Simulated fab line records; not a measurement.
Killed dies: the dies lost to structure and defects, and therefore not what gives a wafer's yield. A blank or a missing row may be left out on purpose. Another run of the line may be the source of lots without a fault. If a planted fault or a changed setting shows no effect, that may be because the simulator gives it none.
What tool caused it? -- flow sky130 -- 14 lots, 42 wafers sampled, at 3 steps of a route of 708

## WHAT THE GAUGES SHOWED, per wafer
SKY_VT_ADJUST_HVTR_OVL_MEAS_08. Usual: VT_ADJUST_HVTR_OVL typically reads 0.4 nm, with standard deviation 1.2.
lot,measured,on,VT_ADJUST_HVTR_OVL (nm),flag
L225,day 9 07:51,overlay-02,-1.7 -0.4 -1.3,
L227,day 10 00:36,overlay-01,0.0 -0.2 0.0,
L230,day 11 00:41,overlay-02,-0.2 0.6 0.1,
L232,day 11 10:40,overlay-02,-1.3 0.8 -0.1,
L233,day 12 05:47,overlay-01,-0.1 1.0 -1.9,
L236,day 13 01:56,overlay-02,-0.8 -0.2 1.4,
L237,day 13 06:14,overlay-01,1.3 1.8 0.5,
L240,day 13 22:03,overlay-01,0.2 2.7 1.5,
L241,day 14 09:17,overlay-02,0.7 0.9 0.6,
L242,day 14 13:25,overlay-02,-1.5 -0.3 -0.1,
L244,day 15 19:26,overlay-01,1.1 1.3 3.2,
L245,day 15 13:10,overlay-02,1.0 -1.1 1.1,
L247,day 16 03:11,overlay-02,2.6 1.8 1.1,
L248,day 16 10:44,overlay-02,1.1 -0.5 0.5,

## TOOL THAT RAN EACH LOT (tool first, then ch and the chambers of the sampled wafers, then the start)
lot,SKY_DNWELL_STRIP_08,SKY_NWELL_STRIP_25
L225,"plasmaAsher-03 ch 0,1, day 3 03:56","plasmaAsher-03 ch 0,1, day 5 05:49"
L227,"plasmaAsher-02 ch 0,1, day 3 14:07","plasmaAsher-04 ch 0,1, day 5 17:53"
L230,"plasmaAsher-02 ch 1, day 4 08:19","plasmaAsher-01 ch 1, day 6 14:33"
L232,"plasmaAsher-03 ch 0,1, day 4 16:14","plasmaAsher-01 ch 0,1, day 6 23:51"
L233,"plasmaAsher-04 ch 0, day 5 05:01","plasmaAsher-01 ch 0,1, day 7 13:53"
L236,"plasmaAsher-04 ch 0,1, day 5 20:34","plasmaAsher-04 ch 0,1, day 8 07:44"
L237,"plasmaAsher-04 ch 0,1, day 5 23:31","plasmaAsher-03 ch 0,1, day 8 09:30"
L240,"plasmaAsher-02 ch 0,1, day 6 12:21","plasmaAsher-04 ch 0,1, day 9 00:55"
L241,"plasmaAsher-04 ch 0,1, day 6 18:50","plasmaAsher-01 ch 0,1, day 9 08:15"
L242,"plasmaAsher-02 ch 0,1, day 6 21:55","plasmaAsher-03 ch 0,1, day 9 11:43"
L244,"plasmaAsher-02 ch 0,1, day 7 11:16","plasmaAsher-03 ch 0,1, day 10 13:55"
L245,"plasmaAsher-04 ch 1, day 7 15:37","plasmaAsher-03 ch 0, day 10 08:22"
L247,"plasmaAsher-04 ch 0,1, day 8 04:04","plasmaAsher-01 ch 0,1, day 10 21:18"
L248,"plasmaAsher-03 ch 0,1, day 8 08:25","plasmaAsher-01 ch 0,1, day 11 01:59"
- SKY_DNWELL_STRIP_08: strips in O2/N2.
- SKY_NWELL_STRIP_25: strips in O2/N2.

## AS READ BY THE TOOLS THEMSELVES (means over the sampled wafers that have a number; for cases with no such wafer, the mark the record gives instead)
SKY_DNWELL_STRIP_08. Usual: drypumpMotorCurrentA 5.7 A, standard deviation 0.44; oesProductAu 0.722 a.u., standard deviation 0.0042; stripTimeToEndpointS 36.96 s, standard deviation 0.11.
lot,tool,drypumpMotorCurrentA (A),oesProductAu (a.u.),stripTimeToEndpointS (s),flag
L225,plasmaAsher-03,5.9,0.722,37.17,
L227,plasmaAsher-02,5.5,0.724,36.88,
L230,plasmaAsher-02,5.8,0.721,36.92,
L232,plasmaAsher-03,6.0,0.724,37.00,
L233,plasmaAsher-04,6.0,0.719,36.71,
L236,plasmaAsher-04,6.0,0.723,36.88,
L237,plasmaAsher-04,6.0,0.721,37.05,
L240,plasmaAsher-02,5.4,0.724,37.08,
L241,plasmaAsher-04,6.0,0.722,36.94,
L242,plasmaAsher-02,5.5,0.721,36.98,
L244,plasmaAsher-02,5.1,0.721,36.99,
L245,plasmaAsher-04,5.9,0.721,37.08,
L247,plasmaAsher-04,5.9,0.720,36.97,
L248,plasmaAsher-03,6.0,0.725,36.97,

SKY_NWELL_STRIP_25. Usual: drypumpMotorCurrentA 5.95 A, standard deviation 0.26; oesProductAu 0.722 a.u., standard deviation 0.0043; stripTimeToEndpointS 36.94 s, standard deviation 0.1.
lot,tool,drypumpMotorCurrentA (A),oesProductAu (a.u.),stripTimeToEndpointS (s),flag
L225,plasmaAsher-03,5.82,0.722,36.83,
L227,plasmaAsher-04,5.97,0.722,36.85,
L230,plasmaAsher-01,5.66,0.713,36.87,
L232,plasmaAsher-01,6.07,0.723,36.96,
L233,plasmaAsher-01,5.86,0.724,36.82,
L236,plasmaAsher-04,6.00,0.718,36.94,
L237,plasmaAsher-03,5.83,0.723,37.14,
L240,plasmaAsher-04,5.94,0.722,36.91,
L241,plasmaAsher-01,5.87,0.720,37.10,
L242,plasmaAsher-03,5.83,0.723,36.97,
L244,plasmaAsher-03,5.99,0.724,36.95,
L245,plasmaAsher-03,5.64,0.720,37.22,
L247,plasmaAsher-01,5.86,0.722,36.86,
L248,plasmaAsher-01,6.08,0.721,36.93,

## THE ANSWER, worked out from the rows above alone
Rule: take the mean of a lot's wafers that have a number; if it is more than 3 standard deviations from the usual mean, the lot is off. A lot without any number at a reading at which 4 lots or more have one is off too. Where the step has rows for the other lots, those lots are counted as sound. The gauges are gone through in route order, then the tools' own readings, and for those a lot's mean is taken as printed above. At the first step where some lot is off, the reading lying furthest off is the one used; lots without a number count as furthest.
Across all readings shown, no lot is off: no conclusion can be drawn from this.

## WHAT THE SIMULATOR HAD INSERTED
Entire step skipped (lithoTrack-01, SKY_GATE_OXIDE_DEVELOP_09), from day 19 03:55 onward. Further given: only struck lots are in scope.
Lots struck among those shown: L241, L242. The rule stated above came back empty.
